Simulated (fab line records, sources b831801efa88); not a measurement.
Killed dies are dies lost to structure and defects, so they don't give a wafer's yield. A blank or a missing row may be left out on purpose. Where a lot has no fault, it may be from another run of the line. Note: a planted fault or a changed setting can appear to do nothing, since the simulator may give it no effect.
fab line records	flow gf180mcu	part 1 of 2: steps 1 to 28 of 39
record lots=5	wafers=15	last-day=32
route steps=602 shown VT_IMPLANT@94
lots untouched by any fault: they come from a run of this same line in which no faults occurred
start-h: the number of hours between the record's first day and the start of the first shown wafer of the lot	wait-h: hours since the lot's step before	" identical to the entry in the row above	L1.1+2: a row that stands for several wafers	- value missing, or start not given	* or withheld: withheld	< > ~ a bound
route shown NAME@n: a module of which the file shows steps, and the number in the route of the first	usual: mean/standard deviation taken from wafers without a fault	same: alike in all rows	chamber/n: place in a boat	sites: readings site by site	_std_site: standard deviation across them	_edge_site: mean of outer sites minus mean of inner sites	radius-mm: for every site, how far away it sits from the centre of the wafer	mask NAME#n: copy n	behind: the last tool/chamber to shape the wafer	hold: cause of the lot's hold/its duration in hours/its outcome	device: the transistor (n, p or np) that didn't switch	end of line: at the end of the route, the tests of the same wafers	a step given without rows: its recipe and nothing more	killed: the dies lost at the first sort to structure and to defects; this is not the yield of the wafer	map: a wafer's dies, x killed, . not, _ none there
set.NAME: the setting that was run; set.NAME@STEP: the one run at that earlier step	model.NAME: the simulator's own value behind a step, which no gauge read
lots at some steps of the route; a table a step, a row a wafer
services: from which hour (start-h, from the record's first day; less than 0 if before it) a tool's chamber was out of use, for how many hours, and why
## steps
# step GF_VT_IMPLANT_EXPOSE_04
# recipe mask-id=LVPWELL_LV_AREA	target-cd-nm=600	na=0.6	source-shape=conventional	sigma-outer=0.6	dose-mj=140
# usual focus-offset-nm=0.0/0.49
# same sigma-outer=0.6
lot.wafer	tool	chamber	start-h	wait-h	mask	focus-offset-nm
L075.3	iline-stepper-02	0	-	-	LVPWELL_LV_AREA#0	-0.4
L075.5	"	0	"	"	LVPWELL_LV_AREA#0	0.0
L075.6	"	0	"	"	LVPWELL_LV_AREA#0	0.2
L077.1	iline-stepper-01	0	-	-	LVPWELL_LV_AREA#0	0.7
L077.2	"	0	"	"	LVPWELL_LV_AREA#0	0.2
L077.3	"	0	"	"	LVPWELL_LV_AREA#0	0.0
L081.2	iline-stepper-01	0	-	-	LVPWELL_LV_AREA#0	0.1
L081.5	"	0	"	"	LVPWELL_LV_AREA#0	0.8
L081.6	"	0	"	"	LVPWELL_LV_AREA#0	0.1
L082.1	iline-stepper-02	0	-	-	LVPWELL_LV_AREA#0	0.4
L082.2	"	0	"	"	LVPWELL_LV_AREA#0	0.2
L082.4	"	0	"	"	LVPWELL_LV_AREA#0	-0.6
L087.2	iline-stepper-02	0	-	-	LVPWELL_LV_AREA#0	-0.1
L087.4	"	0	"	"	LVPWELL_LV_AREA#0	0.3
L087.6	"	0	"	"	LVPWELL_LV_AREA#0	0.1
# step GF_VT_IMPLANT_PEB_05
# recipe temp-c=withheld	time-s=*	resist=NOVOLAK
lot.wafer	tool	chamber	start-h	wait-h
L075.3+5+6	litho-track-04	0	-	-
L077.1+2+3	litho-track-03	0	-	-
L081.2+5+6	litho-track-01	0	-	-
L082.1+2+4	litho-track-01	0	-	-
L087.2+4+6	litho-track-01	0	-	-
# step GF_VT_IMPLANT_DEVELOP_06
# recipe develop-time-s=60	dev-temp-c=23
lot.wafer	tool	chamber	start-h	wait-h
L075.3+5+6	litho-track-04	0	117.44	0.1
L077.1+2+3	litho-track-03	0	129.96	0.1
L081.2+5+6	litho-track-01	0	153.56	0.1
L082.1+2+4	litho-track-01	0	161.04	0.1
L087.2+4+6	litho-track-01	0	189.56	0.1
# step GF_VT_IMPLANT_OVL_MEAS_07
# usual VT_IMPLANT_OVL=0.2/1.4
lot.wafer	tool	chamber	start-h	wait-h	VT_IMPLANT_OVL[nm]
L075.3	overlay-01	-	117.55	0.1	-0.3
L075.5	"	-	"	"	-1.2
L075.6	"	-	"	"	-1.0
L077.1	overlay-02	-	130.11	0.1	1.1
L077.2	"	-	"	"	2.9
L077.3	"	-	"	"	3.0
L081.2	overlay-01	-	153.70	0.1	1.4
L081.5	"	-	"	"	1.2
L081.6	"	-	"	"	1.4
L082.1	overlay-02	-	161.19	0.1	-0.1
L082.2	"	-	"	"	-1.3
L082.4	"	-	"	"	-2.2
L087.2	overlay-01	-	189.69	0.1	1.0
L087.4	"	-	"	"	-2.5
L087.6	"	-	"	"	0.5
# step GF_VT_IMPLANT_IMPLANT_08
# recipe species=BF2	energy-kev=20	dose-cm2=8.29e+12	tilt-deg=7
# usual beam-on-s=10.02/0.18	end-station-pressure-torr=5e-06/3e-07	tilt-deg=7.002/0.018
# same implant-ion-amu=49
lot.wafer	tool	chamber	start-h	wait-h	beam-on-s	end-station-pressure-torr	tilt-deg
L075.3	implanter-02	0	117.62	0.1	10.01	4.6e-06	7.011
L075.5	"	0	"	"	10.06	5.2e-06	7.033
L075.6	"	0	"	"	9.83	5.4e-06	7.012
L077.1	implanter-04	0	130.14	0.0	9.95	5.1e-06	6.983
L077.2	"	0	"	"	9.74	4.7e-06	6.972
L077.3	"	0	"	"	9.64	5e-06	7.004
L081.2	implanter-02	0	153.75	0.0	10.30	4.7e-06	7.011
L081.5	"	0	"	"	9.82	4.6e-06	6.996
L081.6	"	0	"	"	9.63	4.9e-06	7.011
L082.1	implanter-04	0	161.23	0.0	10.37	4.9e-06	6.986
L082.2	"	0	"	"	10.03	4.8e-06	6.989
L082.4	"	0	"	"	9.56	5.3e-06	7.017
L087.2	implanter-01	0	189.75	0.0	9.94	5e-06	7.035
L087.4	"	0	"	"	9.84	4.9e-06	7.011
L087.6	"	0	"	"	9.98	5.1e-06	7.027
# step GF_VT_IMPLANT_STRIP_09
# recipe chemistry=O2/N2	power-w=1400	pressure-mtorr=1500	platen-temp-c=250	o2-flow-sccm=3000	n2-flow-sccm=300	overash-fraction=0.5
# usual drypump-motor-current-A=5.89/0.19	heater-power-w=316/37	oes-product-au=0.715/0.0051	strip-time-to-endpoint-s=12.78/0.037
lot.wafer	tool	chamber	start-h	wait-h	drypump-motor-current-A	heater-power-w	oes-product-au	rf-hours-counter-h	strip-time-to-endpoint-s
L075.3	plasma-asher-03	1	117.76	0.1	5.88	343	0.714	-	12.77
L075.5	"	1	"	"	5.90	344	0.719	-	12.77
L075.6	"	0	"	"	5.67	330	0.709	-	12.77
L077.1	plasma-asher-02	0	130.29	0.1	6.13	332	0.719	1	12.80
L077.2	"	1	"	"	5.83	260	0.712	1	12.79
L077.3	"	0	"	"	6.14	328	0.720	-	12.80
L081.2	plasma-asher-01	0	153.88	0.1	6.11	384	0.717	52	12.74
L081.5	"	0	"	"	6.09	383	0.707	-	12.73
L081.6	"	1	"	"	5.47	357	0.710	-	12.77
L082.1	plasma-asher-02	1	161.38	0.1	5.88	258	0.710	4	12.77
L082.2	"	0	"	"	6.14	322	0.712	4	12.75
L082.4	"	1	"	"	5.85	255	0.719	-	12.80
L087.2	plasma-asher-02	0	189.87	0.1	6.17	323	0.719	9	12.72
L087.4	"	0	"	"	6.21	331	0.718	-	12.77
L087.6	"	1	"	"	5.84	250	0.712	-	12.77
# step GF_VT_IMPLANT_TW_MEAS_10
# usual VT_IMPLANT_TW=568/6.1
lot.wafer	tool	chamber	start-h	wait-h	VT_IMPLANT_TW
L075.3	film-metro-03	-	117.84	0.1	564
L075.5	"	-	"	"	566
L075.6	"	-	"	"	567
L077.1	film-metro-02	-	130.39	0.1	576
L077.2	"	-	"	"	573
L077.3	"	-	"	"	580
L081.2	film-metro-03	-	153.99	0.1	572
L081.5	"	-	"	"	571
L081.6	"	-	"	"	571
L082.1	film-metro-02	-	161.48	0.1	573
L082.2	"	-	"	"	569
L082.4	"	-	"	"	570
L087.2	film-metro-02	-	189.98	0.1	572
L087.4	"	-	"	"	574
L087.6	"	-	"	"	575
# step GF_VT_IMPLANT_DEHYDRATE_11
# recipe temp-c=200	time-s=60
lot.wafer	tool	chamber	start-h	wait-h
L075.3+5+6	litho-track-01	0	124.59	6.7
L077.1+2+3	litho-track-03	0	137.36	7.0
L081.2+5+6	litho-track-03	0	161.33	7.3
L082.1+2+4	litho-track-01	0	168.74	7.3
L087.2+4+6	litho-track-01	0	197.66	7.7
# step GF_VT_IMPLANT_HMDS_12
# recipe prime-time-s=60	prime-temp-c=120
lot.wafer	tool	chamber	start-h	wait-h
L075.3+5+6	litho-track-01	0	124.74	0.1
L077.1+2+3	litho-track-03	0	137.51	0.1
L081.2+5+6	litho-track-03	0	161.48	0.1
L082.1+2+4	litho-track-01	0	168.89	0.1
L087.2+4+6	litho-track-01	0	197.81	0.1
# step GF_VT_IMPLANT_COAT_13
# recipe resist=NOVOLAK	spin-rpm=3000	resist-thk-nm=1000
lot.wafer	tool	chamber	start-h	wait-h
L075.3+5+6	litho-track-01	0	124.89	0.1
L077.1+2+3	litho-track-03	0	137.66	0.1
L081.2+5+6	litho-track-03	0	161.63	0.1
L082.1+2+4	litho-track-01	0	169.04	0.1
L087.2+4+6	litho-track-01	0	197.96	0.1
# step GF_VT_IMPLANT_SOFTBAKE_14
# recipe temp-c=90	time-s=60	resist=NOVOLAK
lot.wafer	tool	chamber	start-h	wait-h
L075.3+5+6	litho-track-01	0	125.04	0.1
L077.1+2+3	litho-track-03	0	137.81	0.1
L081.2+5+6	litho-track-03	0	161.78	0.1
L082.1+2+4	litho-track-01	0	169.19	0.1
L087.2+4+6	litho-track-01	0	198.11	0.1
# step GF_VT_IMPLANT_EXPOSE_15
# recipe mask-id=Nwell_LV_AREA	target-cd-nm=860	na=0.6	source-shape=conventional	sigma-outer=0.6	dose-mj=140
# usual focus-offset-nm=0.0/0.46
# same sigma-outer=0.6
lot.wafer	tool	chamber	start-h	wait-h	mask	focus-offset-nm
L075.3	iline-stepper-01	0	-	-	Nwell_LV_AREA#0	-0.5
L075.5	"	0	"	"	Nwell_LV_AREA#0	0.1
L075.6	"	0	"	"	Nwell_LV_AREA#0	-0.5
L077.1	iline-stepper-01	0	-	-	Nwell_LV_AREA#0	0.7
L077.2	"	0	"	"	Nwell_LV_AREA#0	0.6
L077.3	"	0	"	"	Nwell_LV_AREA#0	-0.2
L081.2	iline-stepper-02	0	-	-	Nwell_LV_AREA#0	-0.4
L081.5	"	0	"	"	Nwell_LV_AREA#0	-0.6
L081.6	"	0	"	"	Nwell_LV_AREA#0	-0.7
L082.1	iline-stepper-02	0	-	-	Nwell_LV_AREA#0	0.3
L082.2	"	0	"	"	Nwell_LV_AREA#0	0.2
L082.4	"	0	"	"	Nwell_LV_AREA#0	-0.3
L087.2	iline-stepper-01	0	-	-	Nwell_LV_AREA#0	-0.2
L087.4	"	0	"	"	Nwell_LV_AREA#0	0.5
L087.6	"	0	"	"	Nwell_LV_AREA#0	0.3
# step GF_VT_IMPLANT_PEB_16
# recipe temp-c=withheld	time-s=*	resist=NOVOLAK
lot.wafer	tool	chamber	start-h	wait-h
L075.3+5+6	litho-track-04	0	-	-
L077.1+2+3	litho-track-03	0	-	-
L081.2+5+6	litho-track-01	0	-	-
L082.1+2+4	litho-track-01	0	-	-
L087.2+4+6	litho-track-04	0	-	-
# step GF_VT_IMPLANT_DEVELOP_17
# recipe develop-time-s=60	dev-temp-c=23
lot.wafer	tool	chamber	start-h	wait-h
L075.3+5+6	litho-track-04	0	132.34	0.1
L077.1+2+3	litho-track-03	0	144.71	0.1
L081.2+5+6	litho-track-01	0	169.51	0.1
L082.1+2+4	litho-track-01	0	177.04	0.1
L087.2+4+6	litho-track-04	0	206.51	0.1
# step GF_VT_IMPLANT_OVL_MEAS_18
# usual VT_IMPLANT_01_OVL=1.3/1.3
lot.wafer	tool	chamber	start-h	wait-h	VT_IMPLANT_01_OVL[nm]
L075.3	overlay-02	-	132.45	0.1	-1.3
L075.5	"	-	"	"	0.7
L075.6	"	-	"	"	1.5
L077.1	overlay-02	-	144.86	0.1	-1.2
L077.2	"	-	"	"	-0.2
L077.3	"	-	"	"	0.0
L081.2	overlay-02	-	169.65	0.1	2.2
L081.5	"	-	"	"	2.6
L081.6	"	-	"	"	1.7
L082.1	overlay-02	-	177.19	0.1	0.0
L082.2	"	-	"	"	2.7
L082.4	"	-	"	"	0.9
L087.2	overlay-01	-	206.64	0.1	1.9
L087.4	"	-	"	"	0.3
L087.6	"	-	"	"	1.6
# step GF_VT_IMPLANT_IMPLANT_19
# recipe species=As	energy-kev=100	dose-cm2=4.35e+12	tilt-deg=7
# usual beam-on-s=10.01/0.2	end-station-pressure-torr=5.01e-06/2.7e-07	tilt-deg=7.004/0.021
# same implant-ion-amu=75
lot.wafer	tool	chamber	start-h	wait-h	beam-on-s	end-station-pressure-torr	tilt-deg
L075.3	implanter-04	0	132.52	0.1	10.17	4.9e-06	6.998
L075.5	"	0	"	"	9.66	4.55e-06	7.035
L075.6	"	0	"	"	9.98	4.97e-06	6.979
L077.1	implanter-01	0	144.89	0.0	10.07	5.08e-06	7.030
L077.2	"	0	"	"	9.98	5.32e-06	7.049
L077.3	"	0	"	"	10.07	4.96e-06	7.015
L081.2	implanter-02	0	169.70	0.0	9.83	4.92e-06	7.003
L081.5	"	0	"	"	10.08	5.13e-06	7.033
L081.6	"	0	"	"	10.02	5.01e-06	6.992
L082.1	implanter-02	0	177.22	0.0	9.90	5.23e-06	6.973
L082.2	"	0	"	"	10.01	5.08e-06	6.997
L082.4	"	0	"	"	9.63	5.13e-06	6.958
L087.2	implanter-02	0	206.70	0.0	10.07	4.89e-06	7.001
L087.4	"	0	"	"	10.46	4.95e-06	7.016
L087.6	"	0	"	"	9.89	5.16e-06	6.973
# step GF_VT_IMPLANT_STRIP_20
# recipe chemistry=O2/N2	power-w=1400	pressure-mtorr=1500	platen-temp-c=250	o2-flow-sccm=3000	n2-flow-sccm=300	overash-fraction=0.5
# usual drypump-motor-current-A=5.89/0.18	heater-power-w=315/36	oes-product-au=0.716/0.0046	strip-time-to-endpoint-s=12.612/0.03
lot.wafer	tool	chamber	start-h	wait-h	drypump-motor-current-A	heater-power-w	oes-product-au	rf-hours-counter-h	strip-time-to-endpoint-s
L075.3	plasma-asher-03	1	132.66	0.1	5.89	342	0.710	-	12.589
L075.5	"	0	"	"	5.70	331	0.719	-	12.630
L075.6	"	1	"	"	5.86	343	0.715	-	12.601
L077.1	plasma-asher-02	0	145.04	0.1	6.17	316	0.706	3	12.618
L077.2	"	1	"	"	5.86	249	0.716	3	12.609
L077.3	"	1	"	"	5.86	255	0.716	-	12.607
L081.2	plasma-asher-02	1	169.83	0.1	5.83	260	0.709	5	12.605
L081.5	"	1	"	"	5.85	250	0.716	-	12.574
L081.6	"	0	"	"	6.12	327	0.717	-	12.621
L082.1	plasma-asher-02	0	177.39	0.1	6.14	320	0.712	7	12.622
L082.2	"	1	"	"	5.83	263	0.715	7	12.636
L082.4	"	1	"	"	5.83	251	0.720	-	12.614
L087.2	plasma-asher-03	0	206.82	0.1	5.67	324	0.719	57	12.669
L087.4	"	0	"	"	5.68	325	0.717	-	12.649
L087.6	"	1	"	"	5.89	348	0.714	-	12.637
# step GF_VT_IMPLANT_TW_MEAS_21
# usual VT_IMPLANT_2_TW=1219/13
lot.wafer	tool	chamber	start-h	wait-h	VT_IMPLANT_2_TW
L075.3	film-metro-02	-	132.74	0.1	1243
L075.5	"	-	"	"	1240
L075.6	"	-	"	"	1242
L077.1	film-metro-01	-	145.14	0.1	1208
L077.2	"	-	"	"	1213
L077.3	"	-	"	"	1212
L081.2	film-metro-02	-	169.94	0.1	1238
L081.5	"	-	"	"	1237
L081.6	"	-	"	"	1239
L082.1	film-metro-03	-	177.49	0.1	1215
L082.2	"	-	"	"	1216
L082.4	"	-	"	"	1209
L087.2	film-metro-02	-	206.93	0.1	1231
L087.4	"	-	"	"	1237
L087.6	"	-	"	"	1227
# step GF_VT_IMPLANT_DEHYDRATE_22
# recipe temp-c=200	time-s=60
lot.wafer	tool	chamber	start-h	wait-h
L075.3+5+6	litho-track-03	0	139.26	6.5
L077.1+2+3	litho-track-01	0	152.14	7.0
L081.2+5+6	litho-track-04	0	177.21	7.3
L082.1+2+4	litho-track-03	0	184.90	7.4
L087.2+4+6	litho-track-03	0	214.98	8.0
# step GF_VT_IMPLANT_HMDS_23
# recipe prime-time-s=60	prime-temp-c=120
lot.wafer	tool	chamber	start-h	wait-h
L075.3+5+6	litho-track-03	0	139.41	0.1
L077.1+2+3	litho-track-01	0	152.29	0.1
L081.2+5+6	litho-track-04	0	177.36	0.1
L082.1+2+4	litho-track-03	0	185.05	0.1
L087.2+4+6	litho-track-03	0	215.13	0.1
# step GF_VT_IMPLANT_COAT_24
# recipe resist=NOVOLAK	spin-rpm=2945	resist-thk-nm=1000
lot.wafer	tool	chamber	start-h	wait-h
L075.3+5+6	litho-track-03	0	139.56	0.1
L077.1+2+3	litho-track-01	0	152.44	0.1
L081.2+5+6	litho-track-04	0	177.51	0.1
L082.1+2+4	litho-track-03	0	185.20	0.1
L087.2+4+6	litho-track-03	0	215.28	0.1
# step GF_VT_IMPLANT_SOFTBAKE_25
# recipe temp-c=90	time-s=60	resist=NOVOLAK
lot.wafer	tool	chamber	start-h	wait-h
L075.3+5+6	litho-track-03	0	139.71	0.1
L077.1+2+3	litho-track-01	0	152.59	0.1
L081.2+5+6	litho-track-04	0	177.66	0.1
L082.1+2+4	litho-track-03	0	185.35	0.1
L087.2+4+6	litho-track-03	0	215.43	0.1
# step GF_VT_IMPLANT_EXPOSE_26
# recipe mask-id=LVPWELL_HV_AREA	target-cd-nm=860	na=0.6	source-shape=conventional	sigma-outer=0.6	dose-mj=140
# usual focus-offset-nm=0.1/0.51
# same sigma-outer=0.6
lot.wafer	tool	chamber	start-h	wait-h	mask	focus-offset-nm
L075.3	iline-stepper-01	0	-	-	LVPWELL_HV_AREA#0	0.8
L075.5	"	0	"	"	LVPWELL_HV_AREA#0	-0.3
L075.6	"	0	"	"	LVPWELL_HV_AREA#0	0.3
L077.1	iline-stepper-01	0	-	-	LVPWELL_HV_AREA#0	0.7
L077.2	"	0	"	"	LVPWELL_HV_AREA#0	0.1
L077.3	"	0	"	"	LVPWELL_HV_AREA#0	0.3
L081.2	iline-stepper-02	0	-	-	LVPWELL_HV_AREA#0	0.4
L081.5	"	0	"	"	LVPWELL_HV_AREA#0	0.2
L081.6	"	0	"	"	LVPWELL_HV_AREA#0	0.7
L082.1	iline-stepper-01	0	-	-	LVPWELL_HV_AREA#0	-1.1
L082.2	"	0	"	"	LVPWELL_HV_AREA#0	-0.8
L082.4	"	0	"	"	LVPWELL_HV_AREA#0	-0.3
L087.2	iline-stepper-02	0	-	-	LVPWELL_HV_AREA#0	0.7
L087.4	"	0	"	"	LVPWELL_HV_AREA#0	0.7
L087.6	"	0	"	"	LVPWELL_HV_AREA#0	0.1
# step GF_VT_IMPLANT_PEB_27
# recipe temp-c=withheld	time-s=*	resist=NOVOLAK
lot.wafer	tool	chamber	start-h	wait-h
L075.3+5+6	litho-track-03	0	-	-
L077.1+2+3	litho-track-01	0	-	-
L081.2+5+6	litho-track-04	0	-	-
L082.1+2+4	litho-track-03	0	-	-
L087.2+4+6	litho-track-03	0	-	-
# step GF_VT_IMPLANT_DEVELOP_28
# recipe develop-time-s=60	dev-temp-c=23
lot.wafer	tool	chamber	start-h	wait-h
L075.3+5+6	litho-track-03	0	147.31	0.1
L077.1+2+3	litho-track-01	0	160.74	0.1
L081.2+5+6	litho-track-04	0	185.66	0.1
L082.1+2+4	litho-track-03	0	193.25	0.1
L087.2+4+6	litho-track-03	0	224.48	0.1
# step GF_VT_IMPLANT_OVL_MEAS_29
# usual VT_IMPLANT_02_OVL=-0.1/1.6
lot.wafer	tool	chamber	start-h	wait-h	VT_IMPLANT_02_OVL[nm]
L075.3	overlay-02	-	147.42	0.1	-1.0
L075.5	"	-	"	"	-1.1
L075.6	"	-	"	"	1.4
L077.1	overlay-02	-	160.89	0.1	0.0
L077.2	"	-	"	"	-0.7
L077.3	"	-	"	"	-1.2
L081.2	overlay-01	-	185.79	0.1	-2.2
L081.5	"	-	"	"	0.1
L081.6	"	-	"	"	1.1
L082.1	overlay-02	-	193.40	0.1	1.9
L082.2	"	-	"	"	-0.7
L082.4	"	-	"	"	0.4
L087.2	overlay-02	-	224.61	0.1	0.9
L087.4	"	-	"	"	1.9
L087.6	"	-	"	"	2.2
# step GF_VT_IMPLANT_IMPLANT_30
# recipe species=B	energy-kev=25	dose-cm2=2.534e+12	tilt-deg=7
# usual beam-on-s=10.00/0.19	end-station-pressure-torr=4.98e-06/2.4e-07	tilt-deg=7.004/0.02
# same implant-ion-amu=11
lot.wafer	tool	chamber	start-h	wait-h	beam-on-s	end-station-pressure-torr	tilt-deg
L075.3	implanter-04	0	147.49	0.1	9.93	5.24e-06	7.016
L075.5	"	0	"	"	9.59	5.27e-06	7.006
L075.6	"	0	"	"	9.85	5.15e-06	7.037
L077.1	implanter-02	0	160.93	0.0	9.93	5.16e-06	6.989
L077.2	"	0	"	"	9.92	5.05e-06	7.011
L077.3	"	0	"	"	9.79	4.88e-06	6.993
L081.2	implanter-01	0	185.85	0.0	10.02	4.89e-06	7.030
L081.5	"	0	"	"	10.07	4.95e-06	6.994
L081.6	"	0	"	"	9.63	5e-06	6.992
L082.1	implanter-02	0	193.44	0.0	9.73	5.24e-06	7.018
L082.2	"	0	"	"	9.92	4.81e-06	6.987
L082.4	"	0	"	"	9.88	4.61e-06	7.029
L087.2	implanter-01	0	224.67	0.0	9.84	4.73e-06	6.954
L087.4	"	0	"	"	9.83	5.02e-06	6.964
L087.6	"	0	"	"	9.83	4.6e-06	6.968
# step GF_VT_IMPLANT_STRIP_31
# recipe chemistry=O2/N2	power-w=1400	pressure-mtorr=1556	platen-temp-c=250	o2-flow-sccm=3000	n2-flow-sccm=300	overash-fraction=0.5
# usual drypump-motor-current-A=5.89/0.2	heater-power-w=316/39	oes-product-au=0.720/0.0048	strip-time-to-endpoint-s=12.585/0.03
lot.wafer	tool	chamber	start-h	wait-h	drypump-motor-current-A	heater-power-w	oes-product-au	rf-hours-counter-h	strip-time-to-endpoint-s
L075.3	plasma-asher-02	0	147.62	0.1	6.16	318	0.719	-	12.533
L075.5	"	1	"	"	5.84	257	0.720	-	12.503
L075.6	"	0	"	"	6.12	320	0.712	-	12.562
L077.1	plasma-asher-01	0	161.08	0.1	6.07	382	0.724	53	12.611
L077.2	"	1	"	"	5.50	361	0.725	53	12.613
L077.3	"	0	"	"	6.13	388	0.724	-	12.604
L081.2	plasma-asher-02	1	185.97	0.1	5.85	254	0.716	8	12.608
L081.5	"	1	"	"	5.84	252	0.726	-	12.605
L081.6	"	0	"	"	6.10	323	0.729	-	12.588
L082.1	plasma-asher-02	1	193.59	0.1	5.85	247	0.718	9	12.572
L082.2	"	0	"	"	6.13	319	0.726	9	12.599
L082.4	"	0	"	"	6.17	330	0.719	-	12.587
L087.2	plasma-asher-03	1	224.79	0.1	5.91	340	0.720	59	12.573
L087.4	"	1	"	"	5.89	337	0.722	-	12.568
L087.6	"	1	"	"	5.88	344	0.717	-	12.563
